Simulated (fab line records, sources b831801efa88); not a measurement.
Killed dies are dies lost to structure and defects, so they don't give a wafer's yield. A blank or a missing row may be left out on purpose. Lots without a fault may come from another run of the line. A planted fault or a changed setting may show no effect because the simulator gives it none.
fab line records | flow gf180mcu
record lots=7 wafers=21 last_day=34
route steps=602 shown POLY_GATE@168 HV_LDD@176
lots that met no fault: from a run of the same line without faults
start_h: hours from the record's first day to the start of the lot's first wafer shown | wait_h: hours since the lot's step before | " the same as in the row above | L1.1+2: a row that stands for several wafers | - no value, or no start given | * or withheld: withheld | < > ~ a bound
route shown NAME@n: a module of which the file shows steps, and the number in the route of the first | usual: mean/standard deviation of fault-free wafers | same: alike in all rows | chamber/n: place in a boat | sites: the reading at each site | _std_site: their standard deviation | _edge_site: outer sites' mean less inner sites' | radius_mm: how far each site lies from the wafer's centre | mask NAME#n: copy n | behind: the tool/chamber that last shaped the wafer | hold: why the lot was held/for how many hours/how that ended | device: the transistor (n, p or np) that didn't switch | end of line: the same wafers' tests at the end of the route | a step without rows: its recipe alone | killed: dies lost to structure and defects at the first sort, not the wafer's yield | map: a wafer's dies, x killed, . not, _ none there
set.NAME: the setting as run; set.NAME@STEP: as run at that earlier step | model.NAME: the simulator's own value behind a step, which no gauge read
lots at some steps of the route; a table a step, a row a wafer
services: from which hour (start_h, from the record's first day; less than 0 if before it) a tool's chamber was out of use, for how many hours, and why
## steps
# step GF_POLY_GATE_OVL_MEAS_11
# usual POLY_GATE_OVL=-1/5
# columns lot.wafer tool chamber start_h wait_h POLY_GATE_OVL[nm]
L504.1 overlay-02 - 204.58 0.1 7
L504.2 " - " " 2
L504.3 " - " " -3
L505.1 overlay-02 - 209.99 0.1 3
L505.5 " - " " 3
L505.6 " - " " -7
L514.1 overlay-01 - 274.93 0.1 0
L514.2 " - " " 4
L514.4 " - " " 4
L515.2 overlay-02 - 279.13 0.1 -7
L515.3 " - " " -11
L515.5 " - " " 0
L516.3 overlay-01 - 290.96 0.1 -3
L516.5 " - " " -4
L516.6 " - " " -4
L524.4 overlay-01 - 345.98 0.1 -1
L524.5 " - " " -7
L524.6 " - " " 0
L526.2 overlay-01 - 362.45 0.1 -4
L526.3 " - " " -9
L526.4 " - " " 2
# step GF_POLY_GATE_ETCH_12
# recipe chemistry=N2/H2 target_depth_a=withheld overetch_a=withheld time_s=withheld target=BARC ion_energy_ev=200 source_w=500 bias_w=100 pressure_mtorr=30 n2_flow_sccm=100 h2_flow_sccm=200
# usual drypump_motor_current_A=5.9/0.57 oes_product_au=0.734/0.0046 throttle_valve_pct=13.216/0.0091
# columns lot.wafer tool chamber start_h wait_h drypump_motor_current_A oes_product_au throttle_valve_pct
L504.1 rie_diel-04 0 204.61 0.0 5.5 0.728 13.194
L504.2 " 2 " " 5.6 0.735 13.216
L504.3 " 3 " " 4.7 0.728 13.213
L505.1 rie_diel-01 1 210.02 0.0 5.7 0.737 13.211
L505.5 " 1 " " 5.7 0.732 13.219
L505.6 " 0 " " 6.3 0.735 13.206
L514.1 rie_diel-01 3 274.96 0.0 6.8 0.733 13.208
L514.2 " 2 " " 6.4 0.739 13.206
L514.4 " 1 " " 5.7 0.733 13.224
L515.2 rie_diel-04 0 279.16 0.0 5.5 0.729 13.220
L515.3 " 2 " " 5.7 0.739 13.196
L515.5 " 3 " " 4.7 0.741 13.207
L516.3 rie_diel-04 2 290.98 0.0 5.6 0.743 13.201
L516.5 " 0 " " 5.5 0.734 13.205
L516.6 " 3 " " 4.7 0.737 13.216
L524.4 rie_diel-04 2 346.02 0.0 5.6 0.741 13.217
L524.5 " 1 " " 5.8 0.729 13.210
L524.6 " 3 " " 4.7 0.736 13.203
L526.2 rie_diel-04 0 362.48 0.0 5.5 0.733 13.216
L526.3 " 3 " " 4.7 0.734 13.220
L526.4 " 1 " " 5.8 0.734 13.228
# step GF_POLY_GATE_ETCH_13
# recipe target=poly-Si target_depth_nm=198.5 stop_on=SiO2 over_etch_frac=0.403 chemistry=HBr/Cl2 icp_w=400 bias_w=100 pressure_mtorr=10 HBr_flow_sccm=150 Cl2_flow_sccm=50 time_s=69.6
# usual drypump_motor_current_A=5.8/0.42 oes_product_au=0.989/0.0075 throttle_valve_pct=33.684/0.0089
# columns lot.wafer tool chamber start_h wait_h drypump_motor_current_A oes_product_au rf_hours_counter_h throttle_valve_pct
L504.1 rie_si-01 3 204.66 - 6.1 0.987 0 33.695
L504.2 " 2 " " 5.4 0.995 10 33.680
L504.3 " 1 " " 5.0 0.995 26 33.681
L505.1 rie_si-01 3 210.07 - 6.1 0.977 0 33.683
L505.5 " 1 " " 5.1 0.994 - 33.695
L505.6 " 0 " " 6.3 0.980 - 33.677
L514.1 rie_si-01 0 275.01 - 6.3 0.987 105 33.693
L514.2 " 2 " " 5.4 0.995 11 33.688
L514.4 " 3 " " 6.1 0.979 1 33.686
L515.2 rie_si-01 3 279.21 - 6.1 0.983 1 33.689
L515.3 " 1 " " 5.1 1.005 27 33.694
L515.5 " 0 " " 6.3 0.986 - 33.700
L516.3 rie_si-02 1 291.03 - 5.8 0.977 58 33.682
L516.5 " 1 " " 5.8 0.978 - 33.683
L516.6 " 0 " " 6.0 0.975 - 33.679
L524.4 rie_si-02 0 346.04 - 6.0 0.981 6 33.686
L524.5 " 1 " " 5.8 0.991 - 33.679
L524.6 " 2 " " 5.9 0.990 - 33.687
L526.2 rie_si-01 2 362.53 - 5.4 0.987 12 33.681
L526.3 " 1 " " 5.1 0.996 28 33.679
L526.4 " 0 " " 6.3 0.998 1 33.678
# step GF_POLY_GATE_STRIP_14
# recipe chemistry=O2/N2 power_w=1400 pressure_mtorr=1500 platen_temp_c=250 o2_flow_sccm=3000 n2_flow_sccm=300 overash_fraction=0.5
# usual drypump_motor_current_A=5.72/0.3 heater_power_w=354/23 oes_product_au=0.505/0.0047
# columns lot.wafer tool chamber start_h wait_h drypump_motor_current_A heater_power_w oes_product_au rf_hours_counter_h
L504.1 plasma_asher-01 0 204.72 0.0 5.82 366 0.500 53
L504.2 " 1 " " 5.28 343 0.503 53
L504.3 " 1 " " 5.29 339 0.509 -
L505.1 plasma_asher-01 0 210.13 0.0 5.82 372 0.500 54
L505.5 " 0 " " 5.80 379 0.501 -
L505.6 " 1 " " 5.28 342 0.498 -
L514.1 plasma_asher-03 1 275.07 0.0 5.81 322 0.495 52
L514.2 " 0 " " 5.44 326 0.509 52
L514.4 " 1 " " 5.84 328 0.506 -
L515.2 plasma_asher-01 1 279.27 0.0 5.29 342 0.507 61
L515.3 " 1 " " 5.29 339 0.517 -
L515.5 " 0 " " 5.82 374 0.511 -
L516.3 plasma_asher-04 1 291.12 0.1 5.82 384 0.504 -
L516.5 " 0 " " 6.16 353 0.505 -
L516.6 " 1 " " 5.81 382 0.506 -
L524.4 plasma_asher-03 0 346.13 0.1 5.47 318 0.498 -
L524.5 " 0 " " 5.45 326 0.505 -
L524.6 " 1 " " 5.86 322 0.504 -
L526.2 plasma_asher-01 1 362.59 0.0 5.27 341 0.506 69
L526.3 " 0 " " 5.83 371 0.496 -
L526.4 " 1 " " 5.28 346 0.502 -
# step GF_POLY_GATE_CLEAN_15
# recipe chemistry=SC1/SC2 mix=1:4:20 temp_c=70 time_s=150 dry=n2_spin
# step GF_POLY_GATE_OXIDATION_16
# recipe temp_c=850 ambient=O2 stabilise_s=600 purge_s=300 target_thk_a=40 ox_time_s=899
# step GF_POLY_GATE_THK_MEAS_17
# recipe reads=SiO2_of_POLY_GATE_OXIDATION_16
# usual POLY_GATE_OXIDATION_THK=3.99/0.066
# columns lot.wafer tool chamber start_h wait_h POLY_GATE_OXIDATION_THK[nm]
L504.1 film_metro-02 - 206.12 0.0 3.91
L504.2 " - " " 4.03
L504.3 " - " " 3.95
L505.1 film_metro-02 - 212.76 0.0 3.97
L505.5 " - " " 4.01
L505.6 " - " " 4.08
L514.1 film_metro-04 - 277.49 0.0 4.00
L514.2 " - " " 3.90
L514.4 " - " " 3.90
L515.2 film_metro-03 - 280.85 0.0 4.04
L515.3 " - " " 4.02
L515.5 " - " " 4.07
L516.3 film_metro-03 - 292.78 0.0 4.01
L516.5 " - " " 4.03
L516.6 " - " " 3.91
L524.4 film_metro-04 - 347.97 0.0 4.07
L524.5 " - " " 3.96
L524.6 " - " " 4.04
L526.2 film_metro-04 - 364.00 0.0 4.07
L526.3 " - " " 4.02
L526.4 " - " " 4.09
# step GF_POLY_GATE_CD_MEAS_18
# usual cd_nm=281.0/1.5
# columns lot.wafer tool chamber start_h wait_h cd_nm
L504.1 cd_sem-02 - 206.18 0.1 281.9
L504.2 " - " " 281.0
L504.3 " - " " 281.3
L505.1 cd_sem-01 - 212.82 0.1 280.6
L505.5 " - " " 280.5
L505.6 " - " " 280.5
L514.1 cd_sem-02 - 277.55 0.1 284.0
L514.2 " - " " 281.5
L514.4 " - " " 282.1
L515.2 cd_sem-01 - 280.93 0.1 280.4
L515.3 " - " " 281.5
L515.5 " - " " 281.0
L516.3 cd_sem-02 - 292.88 0.1 279.4
L516.5 " - " " 278.7
L516.6 " - " " 280.6
L524.4 cd_sem-02 - 348.08 0.1 279.4
L524.5 " - " " 279.7
L524.6 " - " " 279.9
L526.2 cd_sem-01 - 364.08 0.1 282.1
L526.3 " - " " 282.0
L526.4 " - " " 280.8
# step GF_HV_LDD_DEHYDRATE_00
# recipe temp_c=200 time_s=60
# step GF_HV_LDD_HMDS_01
# recipe prime_time_s=60 prime_temp_c=120
# step GF_HV_LDD_COAT_02
# recipe resist=NOVOLAK spin_rpm=3000 resist_thk_nm=1000
# step GF_HV_LDD_SOFTBAKE_03
# recipe temp_c=90 time_s=60 resist=NOVOLAK
# step GF_HV_LDD_EXPOSE_04
# recipe mask_id=Nplus_LV_AREA target_cd_nm=400 na=0.6 source_shape=conventional sigma_outer=0.6 dose_mj=140
# usual exposure_dose_mJ_cm2=139.97/0.15 focus_offset_nm=0.0/0.54 na=0.6/0 reticle_temp_C=23.00/0.1
# columns lot.wafer tool chamber start_h wait_h mask exposure_dose_mJ_cm2 focus_offset_nm na reticle_temp_C
L504.1 iline_stepper-02 0 214.60 - Nplus_LV_AREA#0 139.77 0.1 0.6 22.89
L504.2 " 0 " " Nplus_LV_AREA#0 139.88 -0.1 0.6 22.96
L504.3 " 0 " " Nplus_LV_AREA#0 139.88 -0.3 0.6 22.97
L505.1 iline_stepper-01 0 222.00 - Nplus_LV_AREA#0 139.92 0.5 0.6 22.99
L505.5 " 0 " " Nplus_LV_AREA#0 140.21 -0.3 0.6 22.86
L505.6 " 0 " " Nplus_LV_AREA#0 140.07 -0.2 0.6 22.86
L514.1 iline_stepper-01 - 287.70 - Nplus_LV_AREA#0 - - - -
L514.2 " - " " Nplus_LV_AREA#0 - - - -
L514.4 " - " " Nplus_LV_AREA#0 - - - -
L515.2 iline_stepper-01 - 291.41 - Nplus_LV_AREA#0 - - - -
L515.3 " - " " Nplus_LV_AREA#0 - - - -
L515.5 " - " " Nplus_LV_AREA#0 - - - -
L516.3 iline_stepper-01 - 303.18 - Nplus_LV_AREA#0 - - - -
L516.5 " - " " Nplus_LV_AREA#0 - - - -
L516.6 " - " " Nplus_LV_AREA#0 - - - -
L524.4 iline_stepper-02 0 359.06 - Nplus_LV_AREA#0 140.13 0.1 0.6 23.10
L524.5 " 0 " " Nplus_LV_AREA#0 140.36 -0.8 0.6 22.92
L524.6 " 0 " " Nplus_LV_AREA#0 140.17 -0.4 0.6 22.86
L526.2 iline_stepper-02 0 375.33 - Nplus_LV_AREA#0 140.08 0.0 0.6 23.15
L526.3 " 0 " " Nplus_LV_AREA#0 140.17 -0.2 0.6 23.04
L526.4 " 0 " " Nplus_LV_AREA#0 139.92 0.9 0.6 23.13
# step GF_HV_LDD_PEB_05
# recipe temp_c=withheld time_s=* resist=NOVOLAK
## services
# columns tool chamber start_h hours kind
rie_si-01 3 183.13 - clean
rie_si-01 3 183.13 18.8 scheduled_down
rie_si-01 3 183.13 18.8 vent_cycle
rie_diel-04 - 198.39 0.6 repair
rie_si-02 1 203.36 12.7 repair
rie_diel-04 - 216.52 2.8 pm
rie_diel-04 3 258.54 13.3 repair
rie_si-01 0 284.89 - clean
rie_si-01 0 284.89 19.2 scheduled_down
rie_si-01 0 284.89 19.2 vent_cycle
rie_diel-01 1 285.91 10.9 repair
rie_diel-04 - 293.85 28.1 pm
iline_stepper-01 - 308.18 1.7 pm
rie_diel-01 0 312.74 2.6 repair
rie_diel-01 - 317.79 0.7 repair
rie_diel-04 2 321.95 - clean
iline_stepper-01 - 330.32 2.1 pm
rie_diel-04 0 341.32 7.5 repair
rie_diel-01 2 342.49 5.4 repair
rie_si-02 - 348.97 2.6 repair
rie_si-01 - 351.52 2.8 pm
iline_stepper-02 - 362.56 1.7 pm
rie_diel-01 3 366.21 5.5 repair
rie_si-01 3 371.64 8.2 repair
## key
first_sign step=GF_HV_LDD_EXPOSE_04 reading=tool_record direction=missing
effect none on later readings
met_at GF_HV_LDD_EXPOSE_04
struck_wafers L514.1,L514.2,L514.4,L515.2,L515.3,L515.5,L516.3,L516.5,L516.6
later_rows_left_out L514.1,L514.2,L514.4,L515.2,L515.3,L515.5,L516.3,L516.5,L516.6
sort_left_out L514.1,L514.2,L514.4,L515.2,L515.3,L515.5,L516.3,L516.5,L516.6
tester_left_out L514,L515,L516
onset_between 222.00 287.70
fault kind=skipped_step_whole tool=iline_stepper-01 chamber=- onset_h=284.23 steps=GF_HV_LDD_EXPOSE_04 scope=struck_lots_only
# tester_left_out: of these lots the tester's yield and bins aren't shown, on N5 and GAA mostly nor the transistor test; their killed dies are dies lost to structure and defects alone, not to doping, threshold or leakage, so they don't give the yield
# sort_left_out: the simulated sort isn't trusted on such a fault, so these wafers' sort isn't shown, and their yield isn't known
# later_rows_left_out: the simulator's readings of these wafers behind a module that went badly wrong aren't trusted and aren't shown, but for the sort
